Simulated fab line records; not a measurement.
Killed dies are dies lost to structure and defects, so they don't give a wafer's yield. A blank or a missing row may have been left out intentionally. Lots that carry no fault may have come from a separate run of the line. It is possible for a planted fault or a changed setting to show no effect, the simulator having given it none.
fab line records ; flow sky130
record lots=13; wafers=39; lastDay=52
route steps=708 shown METAL3@534 METAL4@629 VIA4@656 PAD_OPEN@708
lots untouched by any fault: they come from a run of this same line in which no faults occurred
startH: the number of hours between the record's first day and the start of the first shown wafer of the lot ; waitH: hours since the lot's step before ; " as in the row above ; L1.1+2: several wafers, shown together as one row ; - no value, or no start given ; * or withheld: withheld ; < > ~ a bound
route shown NAME@n: NAME is a module with steps in the file, n the number in the route of the first one ; usual: mean/standard deviation taken from wafers without a fault ; same: alike in all rows ; chamber/n: place in a boat ; sites: each site's reading ; _std_site: their standard deviation ; _edge_site: mean of outer sites minus mean of inner sites ; radiusMm: how far each site lies from the wafer's centre ; mask NAME#n: copy n ; behind: the tool/chamber that last shaped the wafer ; hold: why the lot was held/for how many hours/how that ended ; device: whichever transistor did not switch (one of n, p or np) ; end of line: the route-end tests of the same wafers ; a step with no rows: only its recipe ; killed: dies lost to structure and defects at the first sort, not the wafer's yield ; map: dies across one wafer; x = killed, . = not, _ = none there
set.NAME: the run value of the setting; set.NAME@STEP: its run value at that earlier step ; model.NAME: the simulator's own value behind a step, which no gauge read
the route's steps for a sample of lots (tables are steps, rows are wafers)
services: when a tool's chamber went out of use (startH, in hours from the record's first day, below 0 if earlier), for how many hours, and the reason
## steps
# step SKY_METAL3_SPUTTER_02
# recipe material=AlCu; targetThkNm=735; powerW=10600; timeS=39.1; chamberPressurePa=0.4
# usual throttleValvePct=29.3/0.85
# same timeS=39.1
lot.wafer;tool;chamber;startH;waitH;throttleValvePct
L889.1;pvdSputter-01;-;889.63;0.0;28.2
L889.3;pvdSputter-01;-;889.63;0.0;29.3
L889.5;pvdSputter-01;-;889.63;0.0;29.3
L891.2;pvdSputter-03;-;898.36;0.0;28.0
L891.4;pvdSputter-03;-;898.36;0.0;29.3
L891.5;pvdSputter-03;-;898.36;0.0;30.2
L892.2;pvdSputter-03;-;908.24;0.0;30.0
L892.3;pvdSputter-03;-;908.24;0.0;27.9
L892.6;pvdSputter-03;-;908.24;0.0;30.2
L893.2;pvdSputter-01;-;909.01;0.0;28.8
L893.4;pvdSputter-01;-;909.01;0.0;28.3
L893.6;pvdSputter-01;-;909.01;0.0;29.1
L894.1;pvdSputter-01;-;911.68;0.0;30.0
L894.2;pvdSputter-01;-;911.68;0.0;28.1
L894.3;pvdSputter-01;-;911.68;0.0;28.8
L898.2;pvdSputter-02;-;913.11;0.0;30.8
L898.4;pvdSputter-02;-;913.11;0.0;28.5
L898.6;pvdSputter-02;-;913.11;0.0;30.0
L897.1;pvdSputter-01;-;913.45;0.0;29.0
L897.4;pvdSputter-01;-;913.45;0.0;28.4
L897.5;pvdSputter-01;-;913.45;0.0;28.3
L899.1;pvdSputter-03;-;915.77;0.0;30.4
L899.3;pvdSputter-03;-;915.77;0.0;29.3
L899.5;pvdSputter-03;-;915.77;0.0;29.1
L903.2;pvdSputter-02;-;1038.40;0.0;29.7
L903.4;pvdSputter-02;-;1038.40;0.0;30.8
L903.5;pvdSputter-02;-;1038.40;0.0;28.4
L907.1;pvdSputter-03;-;1052.12;0.0;30.5
L907.2;pvdSputter-03;-;1052.12;0.0;30.0
L907.4;pvdSputter-03;-;1052.12;0.0;29.0
L906.3;pvdSputter-03;-;1054.80;0.0;30.6
L906.4;pvdSputter-03;-;1054.80;0.0;28.1
L906.5;pvdSputter-03;-;1054.80;0.0;30.6
L909.1;pvdSputter-01;-;1055.47;0.0;28.0
L909.3;pvdSputter-01;-;1055.47;0.0;28.4
L909.5;pvdSputter-01;-;1055.47;0.0;29.9
L910.4;pvdSputter-01;-;1057.30;0.0;28.7
L910.5;pvdSputter-01;-;1057.30;0.0;28.1
L910.6;pvdSputter-01;-;1057.30;0.0;29.0
# step SKY_METAL4_CD_MEAS_13
# recipe targetCdNm=300
# usual cdNm=300.0/1.4
lot.wafer;tool;chamber;startH;waitH;cdNm
L889.1;cdSem-02;-;1021.77;-;301.3
L889.3;cdSem-02;-;1021.77;-;301.1
L889.5;cdSem-02;-;1021.77;-;301.7
L891.2;cdSem-01;-;1030.54;-;299.2
L891.4;cdSem-01;-;1030.54;-;300.8
L891.5;cdSem-01;-;1030.54;-;299.3
L892.2;cdSem-01;-;1039.27;-;298.4
L892.3;cdSem-01;-;1039.27;-;298.9
L892.6;cdSem-01;-;1039.27;-;298.2
L893.2;cdSem-02;-;1039.99;-;301.4
L893.4;cdSem-02;-;1039.99;-;300.7
L893.6;cdSem-02;-;1039.99;-;299.8
L894.1;cdSem-02;-;1042.42;-;303.2
L894.2;cdSem-02;-;1042.42;-;302.7
L894.3;cdSem-02;-;1042.42;-;304.7
L898.2;cdSem-01;-;1042.87;-;298.2
L898.4;cdSem-01;-;1042.87;-;299.8
L898.6;cdSem-01;-;1042.87;-;299.1
L897.1;cdSem-02;-;1043.17;-;300.7
L897.4;cdSem-02;-;1043.17;-;300.7
L897.5;cdSem-02;-;1043.17;-;300.8
L899.1;cdSem-01;-;1044.70;-;300.0
L899.3;cdSem-01;-;1044.70;-;300.1
L899.5;cdSem-01;-;1044.70;-;298.9
L903.2;cdSem-02;-;1151.84;-;299.3
L903.4;cdSem-02;-;1151.84;-;299.1
L903.5;cdSem-02;-;1151.84;-;299.2
L907.1;cdSem-01;-;1162.47;-;300.6
L907.2;cdSem-01;-;1162.47;-;300.6
L907.4;cdSem-01;-;1162.47;-;301.1
L906.3;cdSem-02;-;1163.96;-;301.6
L906.4;cdSem-02;-;1163.96;-;299.8
L906.5;cdSem-02;-;1163.96;-;300.0
L909.1;cdSem-02;-;1164.32;-;301.6
L909.3;cdSem-02;-;1164.32;-;301.2
L909.5;cdSem-02;-;1164.32;-;301.0
L910.4;cdSem-02;-;1165.86;-;297.1
L910.5;cdSem-02;-;1165.86;-;298.0
L910.6;cdSem-02;-;1165.86;-;298.8
# step SKY_METAL4_OVL_MEAS_14
# usual METAL4_OVL=1/5.1
lot.wafer;tool;chamber;startH;waitH;METAL4_OVL[nm]
L889.1;overlay-01;-;1021.89;0.1;-2
L889.3;overlay-01;-;1021.89;0.1;7
L889.5;overlay-01;-;1021.89;0.1;2
L891.2;overlay-02;-;1030.65;0.1;2
L891.4;overlay-02;-;1030.65;0.1;-1
L891.5;overlay-02;-;1030.65;0.1;-7
L892.2;overlay-02;-;1039.37;0.1;5
L892.3;overlay-02;-;1039.37;0.1;1
L892.6;overlay-02;-;1039.37;0.1;-6
L893.2;overlay-01;-;1040.10;0.1;1
L893.4;overlay-01;-;1040.10;0.1;3
L893.6;overlay-01;-;1040.10;0.1;5
L894.1;overlay-01;-;1042.54;0.1;4
L894.2;overlay-01;-;1042.54;0.1;-3
L894.3;overlay-01;-;1042.54;0.1;1
L898.2;overlay-02;-;1042.97;0.1;9
L898.4;overlay-02;-;1042.97;0.1;7
L898.6;overlay-02;-;1042.97;0.1;8
L897.1;overlay-01;-;1043.29;0.1;-3
L897.4;overlay-01;-;1043.29;0.1;-3
L897.5;overlay-01;-;1043.29;0.1;-9
L899.1;overlay-01;-;1044.82;0.1;2
L899.3;overlay-01;-;1044.82;0.1;1
L899.5;overlay-01;-;1044.82;0.1;6
L903.2;overlay-01;-;1151.95;0.1;-5
L903.4;overlay-01;-;1151.95;0.1;-6
L903.5;overlay-01;-;1151.95;0.1;-10
L907.1;overlay-02;-;1162.59;0.1;4
L907.2;overlay-02;-;1162.59;0.1;0
L907.4;overlay-02;-;1162.59;0.1;-3
L906.3;overlay-01;-;1164.06;0.1;-2
L906.4;overlay-01;-;1164.06;0.1;0
L906.5;overlay-01;-;1164.06;0.1;2
L909.1;overlay-01;-;1164.44;0.1;5
L909.3;overlay-01;-;1164.44;0.1;9
L909.5;overlay-01;-;1164.44;0.1;6
L910.4;overlay-02;-;1165.93;0.1;14
L910.5;overlay-02;-;1165.93;0.1;4
L910.6;overlay-02;-;1165.93;0.1;14
# step SKY_VIA4_SPUTTER_17
# recipe material=TiN; targetThkNm=20; chamberPressurePa=5; powerW=4000; timeS=80
# usual throttleValvePct=29.7/1.1
# same timeS=80
lot.wafer;tool;chamber;startH;waitH;throttleValvePct
L889.1;pvdSputter-03;-;1047.75;0.0;30.0
L889.3;pvdSputter-03;-;1047.75;0.0;28.2
L889.5;pvdSputter-03;-;1047.75;0.0;28.1
L891.2;pvdSputter-03;-;1056.60;0.0;28.0
L891.4;pvdSputter-03;-;1056.60;0.0;30.2
L891.5;pvdSputter-03;-;1056.60;0.0;30.5
L892.2;pvdSputter-03;-;1065.45;0.0;30.3
L892.3;pvdSputter-03;-;1065.45;0.0;28.4
L892.6;pvdSputter-03;-;1065.45;0.0;28.4
L893.2;pvdSputter-02;-;1065.65;0.0;30.1
L893.4;pvdSputter-02;-;1065.65;0.0;30.0
L893.6;pvdSputter-02;-;1065.65;0.0;28.4
L894.1;pvdSputter-02;-;1068.51;0.0;28.2
L894.2;pvdSputter-02;-;1068.51;0.0;30.9
L894.3;pvdSputter-02;-;1068.51;0.0;30.0
L898.2;pvdSputter-04;-;1068.60;0.0;28.8
L898.4;pvdSputter-04;-;1068.60;0.0;29.5
L898.6;pvdSputter-04;-;1068.60;0.0;29.1
L897.1;pvdSputter-03;-;1069.08;0.0;30.2
L897.4;pvdSputter-03;-;1069.08;0.0;28.1
L897.5;pvdSputter-03;-;1069.08;0.0;30.7
L899.1;pvdSputter-04;-;1070.78;0.0;29.2
L899.3;pvdSputter-04;-;1070.78;0.0;29.5
L899.5;pvdSputter-04;-;1070.78;0.0;29.9
L903.2;pvdSputter-04;-;1172.49;0.0;29.5
L903.4;pvdSputter-04;-;1172.49;0.0;32.5
L903.5;pvdSputter-04;-;1172.49;0.0;29.7
L907.1;pvdSputter-04;-;1181.95;0.0;29.1
L907.2;pvdSputter-04;-;1181.95;0.0;29.6
L907.4;pvdSputter-04;-;1181.95;0.0;32.5
L906.3;pvdSputter-03;-;1183.77;0.0;30.3
L906.4;pvdSputter-03;-;1183.77;0.0;29.1
L906.5;pvdSputter-03;-;1183.77;0.0;30.4
L909.1;pvdSputter-04;-;1184.75;0.0;29.7
L909.3;pvdSputter-04;-;1184.75;0.0;32.7
L909.5;pvdSputter-04;-;1184.75;0.0;29.6
L910.4;pvdSputter-03;-;1185.67;0.0;30.6
L910.5;pvdSputter-03;-;1185.67;0.0;28.0
L910.6;pvdSputter-03;-;1185.67;0.0;30.5
# step SKY_PAD_OPEN_PROBE_99
# usual defectLimitedYield=82.5/1.8; killed_at_M0_to_M3=45/6.3; killed_at_M4_up=2.8/1.6; killedAtContacts=24/5.1; killedAtFrontEnd=14/4.4; killedAtOther=0.4/0.73; killedDies=86/9; killedOnRim=17/3.8; killedOpen=47/7.8; killedShort=39/6.6; sort_bin_3_pad_short=0.8/0.42; sort_bin_5_function=10.3/1.4; sort_bin_6_memory=6.3/1.2; sortNPass=406/9; sortYieldPct=82.5/1.8
# same grossDies=492; killedAtBackSide=0; sort_bin_4_leakage[%]=0; sort_bin_8_speed[%]=0
lot.wafer;tool;chamber;startH;waitH;defectLimitedYield[%];killed_at_M0_to_M3;killed_at_M4_up;killedAtContacts;killedAtFrontEnd;killedAtOther;killedDies;killedOnRim;killedOpen;killedShort;sort_bin_3_pad_short[%];sort_bin_5_function[%];sort_bin_6_memory[%];sortNPass;sortYieldPct[%]
L891.2;prober-01;-;1126.26;0.1;80.9;53;3;23;15;0;94;18;48;46;2.0;10.6;6.5;398;80.9
L891.4;prober-01;-;1126.36;0.2;85.4;40;2;21;9;0;72;14;37;35;0.6;9.6;4.5;420;85.4
L891.5;prober-01;-;1126.41;0.2;81.9;50;0;26;12;1;89;16;52;37;0.8;10.4;6.9;403;81.9
L897.1;prober-02;-;1139.60;0.1;73.8;83;6;20;20;0;129;26;42;42;2.4;15.9;7.9;363;73.8
L897.4;prober-02;-;1139.75;0.2;81.1;48;1;27;17;0;93;17;53;40;1.0;11.8;6.1;399;81.1
L897.5;prober-02;-;1139.80;0.2;81.5;52;3;21;13;2;91;17;60;31;0.8;12.2;5.5;401;81.5
L909.1;prober-01;-;1239.93;0.1;81.9;43;1;31;14;0;89;19;58;31;0.6;12.4;5.1;403;81.9
L909.3;prober-01;-;1240.03;0.2;84.3;43;2;18;14;0;77;13;44;33;0.8;8.3;6.5;415;84.3
L909.5;prober-01;-;1240.13;0.2;78.3;50;4;40;13;0;107;20;68;39;0.4;14.0;7.3;385;78.3
# killed by level:class
L891.2 VIA1:geometricParticle:open=11 VIA3:geometricParticle:open=9 METAL2:geometricParticle:short=8 VIA2:geometricParticle:open=8 LI_CONTACT:geometricParticle:open=7 VIA1:geometricParticle:short=6 POLY_GATE:geometricParticle:short=5 CONTACT:geometricParticle:short=5
L891.4 LI_CONTACT:geometricParticle:open=8 VIA1:geometricParticle:open=8 METAL2:geometricParticle:short=7 CONTACT:geometricParticle:open=5 VIA1:geometricParticle:short=4 VIA2:geometricParticle:short=4 VIA3:geometricParticle:open=4 CONTACT:geometricParticle:short=3
L891.5 VIA1:geometricParticle:open=14 CONTACT:geometricParticle:open=13 VIA1:geometricParticle:short=8 METAL1:geometricParticle:short=7 VIA2:geometricParticle:open=7 FIELD_ISO:geometricParticle:open=5 LI_CONTACT:geometricParticle:open=4 LOCAL_INTERCONNECT:geometricParticle:short=4
L897.1 METAL3:unspecified=45 VIA1:geometricParticle:open=9 LI_CONTACT:geometricParticle:open=7 CONTACT:geometricParticle:open=6 METAL1:geometricParticle:short=6 FIELD_ISO:geometricParticle:short=5 METAL2:geometricParticle:short=5 VIA2:geometricParticle:short=5
L897.4 VIA2:geometricParticle:open=12 VIA1:geometricParticle:open=12 CONTACT:geometricParticle:open=7 FIELD_ISO:geometricParticle:short=5 FIELD_ISO:geometricParticle:open=5 CONTACT:geometricParticle:short=5 LI_CONTACT:geometricParticle:short=5 LI_CONTACT:geometricParticle:open=5
L897.5 VIA1:geometricParticle:open=14 VIA2:geometricParticle:open=13 VIA3:geometricParticle:open=7 LI_CONTACT:geometricParticle:open=6 FIELD_ISO:geometricParticle:open=5 POLY_GATE:geometricParticle:open=5 VIA1:geometricParticle:short=5 LOCAL_INTERCONNECT:geometricParticle:short=5
L909.1 LI_CONTACT:geometricParticle:open=14 CONTACT:geometricParticle:open=11 VIA1:geometricParticle:open=11 VIA2:geometricParticle:open=10 VIA1:geometricParticle:short=7 SPACER:geometricParticle:short=4 POLY_GATE:geometricParticle:short=3 CONTACT:geometricParticle:short=3
L909.3 VIA1:geometricParticle:open=10 POLY_GATE:geometricParticle:short=7 VIA2:geometricParticle:open=7 LI_CONTACT:geometricParticle:open=7 CONTACT:geometricParticle:open=6 METAL1:geometricParticle:short=5 VIA1:geometricParticle:short=5 VIA3:geometricParticle:open=5
L909.5 CONTACT:geometricParticle:open=17 LI_CONTACT:geometricParticle:open=10 VIA1:geometricParticle:open=9 VIA2:geometricParticle:open=8 FIELD_ISO:geometricParticle:open=7 METAL2:geometricParticle:short=7 VIA1:geometricParticle:short=5 CONTACT:geometricParticle:short=5
## services
tool;chamber;startH;hours;kind
pvdSputter-02;-;937.61;0.6;repair
pvdSputter-04;-;938.79;2.2;repair
pvdSputter-02;-;980.89;4.8;repair
pvdSputter-01;-;990.40;2.7;repair
pvdSputter-02;-;1016.92;1.2;repair
pvdSputter-03;-;1033.16;2.4;repair
pvdSputter-04;-;1035.67;1.0;repair
pvdSputter-04;-;1064.81;2.5;repair
pvdSputter-03;-;1102.28;3.6;repair
pvdSputter-04;-;1107.19;1.0;repair
pvdSputter-01;-;1173.37;3.1;repair
## key
firstSign step=SKY_PAD_OPEN_PROBE_99; reading=killed_at_M0_to_M3; direction=up; sigmas=6.1; usual=45; struck=83
effect step=SKY_PAD_OPEN_PROBE_99; reading=defectLimitedYield; direction=down; sigmas=4.8; usual=82.5; struck=73.8
metAt SKY_METAL3_SPUTTER_02
struckLots L897
struckWafers L897.1
notActingAt SKY_METAL4_CD_MEAS_13,SKY_METAL4_OVL_MEAS_14,SKY_VIA4_SPUTTER_17
onsetBetween 911.68 913.45
fault kind=chamberParticleSource; tool=pvdSputter-01; chamber=-; onsetH=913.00; steps=SKY_METAL3_SPUTTER_02; ratePerVisitCm2=0.47899; endH=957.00; scope=struckWafersOnly
